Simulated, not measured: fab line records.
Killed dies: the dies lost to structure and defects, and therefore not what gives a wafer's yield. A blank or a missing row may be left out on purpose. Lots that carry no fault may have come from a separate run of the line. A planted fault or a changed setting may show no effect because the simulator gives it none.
The tool behind it: which one? / flow sky130 / Sampling: 6 lots, 18 wafers, 4 of 708 route steps

## WHAT THE GAUGES SHOWED, per wafer
SKY_LOCAL_INTERCONNECT_CD_MEAS_11 targets a cd of 170 nm.
lot=L502; measured=day 30 08:28; on=cd-sem-02; cd-nm (nm)=171.2 173.8 170.5
lot=L515; measured=day 35 04:15; on=cd-sem-02; cd-nm (nm)=170.5 171.2 172.7
lot=L519; measured=day 36 02:37; on=cd-sem-02; cd-nm (nm)=170.0 169.8 170.9
lot=L520; measured=day 36 08:17; on=cd-sem-02; cd-nm (nm)=172.3 173.0 172.4
lot=L523; measured=day 36 23:56; on=cd-sem-02; cd-nm (nm)=168.3 169.0 168.9

## EACH LOT AND THE TOOL THAT RAN IT (in order: tool; ch and the chambers of the sampled wafers; start)
lot=L502; SKY_LI_CONTACT_CMP_02=cmp-01 ch 0,2, day 27 22:49; SKY_LI_CONTACT_ETCH_15=rie-diel-04 ch 0,1,2, day 29 03:21; SKY_LI_CONTACT_STRIP_16=plasma-asher-04 ch 0,1, day 29 03:26
lot=L505; SKY_LI_CONTACT_CMP_02=cmp-01 ch 2,3, day 29 07:13; SKY_LI_CONTACT_ETCH_15=rie-diel-01 ch 1,2,3, day 30 11:07; SKY_LI_CONTACT_STRIP_16=plasma-asher-01 ch 0,1, day 30 11:12
lot=L515; SKY_LI_CONTACT_CMP_02=cmp-02 ch 0,1,3, day 32 20:34; SKY_LI_CONTACT_ETCH_15=rie-diel-04 ch 0,1,3, day 34 00:11; SKY_LI_CONTACT_STRIP_16=plasma-asher-01 ch 0,1, day 34 00:16
lot=L519; SKY_LI_CONTACT_CMP_02=cmp-02 ch 0,1,3, day 33 20:22; SKY_LI_CONTACT_ETCH_15=rie-diel-04 ch 1,3, day 34 23:31; SKY_LI_CONTACT_STRIP_16=plasma-asher-03 ch 0,1, day 34 23:36
lot=L520; SKY_LI_CONTACT_CMP_02=cmp-01 ch 1,2, day 34 02:16; SKY_LI_CONTACT_ETCH_15=rie-diel-03 ch 0,1,3, day 35 05:37; SKY_LI_CONTACT_STRIP_16=plasma-asher-03 ch 0,1, day 35 05:44
lot=L523; SKY_LI_CONTACT_CMP_02=cmp-02 ch 1,2,3, day 34 18:20; SKY_LI_CONTACT_ETCH_15=rie-diel-01 ch 0,1,2, day 35 21:05; SKY_LI_CONTACT_STRIP_16=plasma-asher-03 ch 0,1, day 35 21:10
- SKY_LI_CONTACT_CMP_02: polishes PSG.
- SKY_LI_CONTACT_ETCH_15: etches PSG in C4F8/O2/Ar, stops on Si, target depth 600 nm.
- SKY_LI_CONTACT_STRIP_16: strips in O2/N2.

## THE ANSWER, worked out from the rows above alone
Rule: what is usual is taken from the lots themselves. Put in order of their means at a reading, lots are off if they are a third of the lots or fewer, leave a main group of 4 or more, and stand apart from it by a gap of 3 or more times the standard deviation of the main group's means; of several such gaps the widest counts. Not used: any main group whose means are identical at the precision the tables above print for the reading. A lot without any number at a reading at which 4 lots or more have one is off too. Where the step has rows for the other lots, those lots are counted as sound.
Across all readings shown, no lot is off: no conclusion can be drawn from this.

## WHAT THE SIMULATOR HAD PUT IN
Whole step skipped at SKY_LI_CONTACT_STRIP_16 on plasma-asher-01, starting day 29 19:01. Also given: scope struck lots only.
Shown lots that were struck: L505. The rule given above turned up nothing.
